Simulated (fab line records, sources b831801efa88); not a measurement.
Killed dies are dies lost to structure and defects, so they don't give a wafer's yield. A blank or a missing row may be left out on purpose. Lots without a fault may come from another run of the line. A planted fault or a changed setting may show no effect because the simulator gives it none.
Split-lot experiment | flow sfq_line | 5 lots, 23 wafers read, on a route of 325 steps

THE SPLIT
At SFQ_TRILAYER_I6_VIA_LITHO_COAT_174 (resist thk 62 nm), the setting resist_thk_nm was moved away from the recipe's 62 nm on 6 of the 23 wafers read, by -4.0% to +3.3%. The other wafers ran this setting at the recipe's value.

FROM THE SPLIT TO THE READING: what the file shows between them, 3 steps
- SFQ_TRILAYER_I6_VIA_LITHO_COAT_169: resist thk 650 nm
- SFQ_TRILAYER_I6_VIA_LITHO_SOFTBAKE_173
- SFQ_TRILAYER_I6_VIA_LITHO_DEVELOP_171: time 60 s

THE READING
oes_product_au, in a.u., at SFQ_TRILAYER_I6_VIA_BARC_OPEN_VIA_ETCH_235 (etches BARC in O2, target depth 125 nm, time 41.7 s). Fault-free wafers of this fab line usually give 0.686 a.u., standard deviation 0.0041 a.u..

wafer  | tool, chamber at the split | resist_thk_nm as run, nm | against the recipe | oes_product_au, a.u. | against lot-mates on the recipe
L074.2 | litho_track-03, 0          | 62                       | recipe             | 0.686                | -
L074.3 | litho_track-03, 0          | 64.03                    | +3.3%              | 0.699                | +0.014
L074.4 | litho_track-03, 0          | 62                       | recipe             | 0.683                | -
L074.5 | litho_track-03, 0          | 64.03                    | +3.3%              | 0.704                | +0.019
L074.6 | litho_track-03, 0          | 64.03                    | +3.3%              | 0.700                | +0.015
L078.1 | litho_track-03, 0          | 62                       | recipe             | 0.686                | -
L078.3 | litho_track-03, 0          | 62                       | recipe             | 0.688                | -
L078.4 | litho_track-03, 0          | 62                       | recipe             | 0.687                | -
L078.5 | litho_track-03, 0          | 62                       | recipe             | 0.682                | -
L078.6 | litho_track-03, 0          | 62                       | recipe             | 0.687                | -
L079.1 | litho_track-03, 0          | 62                       | recipe             | 0.684                | -
L079.2 | litho_track-03, 0          | 62                       | recipe             | 0.683                | -
L079.3 | litho_track-03, 0          | 62                       | recipe             | 0.687                | -
L079.5 | litho_track-03, 0          | 62                       | recipe             | 0.684                | -
L079.6 | litho_track-03, 0          | 62                       | recipe             | 0.682                | -
L081.2 | litho_track-03, 0          | 62                       | recipe             | 0.685                | -
L081.3 | litho_track-03, 0          | 62                       | recipe             | 0.694                | -
L081.6 | litho_track-03, 0          | 62                       | recipe             | 0.682                | -
L084.1 | litho_track-01, 0          | 62                       | recipe             | 0.689                | -
L084.2 | litho_track-01, 0          | 59.49                    | -4.0%              | 0.670                | -0.018
L084.3 | litho_track-01, 0          | 59.49                    | -4.0%              | 0.674                | -0.014
L084.4 | litho_track-01, 0          | 59.49                    | -4.0%              | 0.671                | -0.017
L084.5 | litho_track-01, 0          | 62                       | recipe             | 0.687                | -

THE FIT
A straight line over all 23 wafers: oes_product_au changes by +0.00396 a.u. for each +1% of resist_thk_nm; r = +0.93; the points scatter about the line by 0.0031 a.u..
The same after taking each lot's own level away (the mean of its wafers on the recipe; 23 wafers): +0.00445 a.u. for each +1%; r = +0.95; scatter 0.0027 a.u..
On that fit, the largest move of resist_thk_nm shifts the reading by 0.018 a.u..
The lots' own levels span 0.6840 to 0.6880 a.u., that is 1.0 times the standard deviation above.
So the lot-to-lot level changes the slope: the two fits differ.
Check: with one of the wafers moved furthest among these (-4.0%) left out of the fit, the line predicts -0.0174 a.u. for it against its lot-mates. It came out at -0.018 a.u. against them.

OTHER SPLITS ON THESE WAFERS
These wafers also went through other splits before the reading. Each is held against what the fit with the lots' levels taken away leaves over:
other split on the same wafers                 | wafers away from the commonest value | r with oes_product_au (lot level and that fit taken away)
SFQ_TRILAYER_M5_LITHO_COAT_123 spin_rpm        | 6                                    | -0.24
SFQ_TRILAYER_R5_LITHO_COAT_136 spin_rpm        | 4                                    | -0.12
SFQ_TRILAYER_M6_LITHO_COAT_159 spin_rpm        | 8                                    | +0.09
SFQ_TRILAYER_M6_BARC_OPEN_METAL_ETCH_206 icp_w | 4                                    | -0.07

THE WHOLE CHAIN: every reading that the file lists as answering this split, in the file's order
step                                       | what it does                                        | reading                                                                                        | change (the file's fit)                   | r (the file's)
SFQ_TRILAYER_I6_VIA_LITHO_COAT_174         | resist thk 62 nm                                    | BARC_of_TRILAYER_I6_VIA_LITHO_COAT_174.thk_nm (the simulator's own value, which no gauge read) | +0.613 nm for each +1% of the setting     | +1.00
SFQ_TRILAYER_I6_VIA_BARC_OPEN_VIA_ETCH_235 | etches BARC in O2, target depth 125 nm, time 41.7 s | oes_product_au                                                                                 | +0.00448 a.u. for each +1% of the setting | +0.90

THE FILE'S OWN FIT
oes_product_au changes by +0.00448 a.u. for each +1% of resist_thk_nm, r = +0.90.
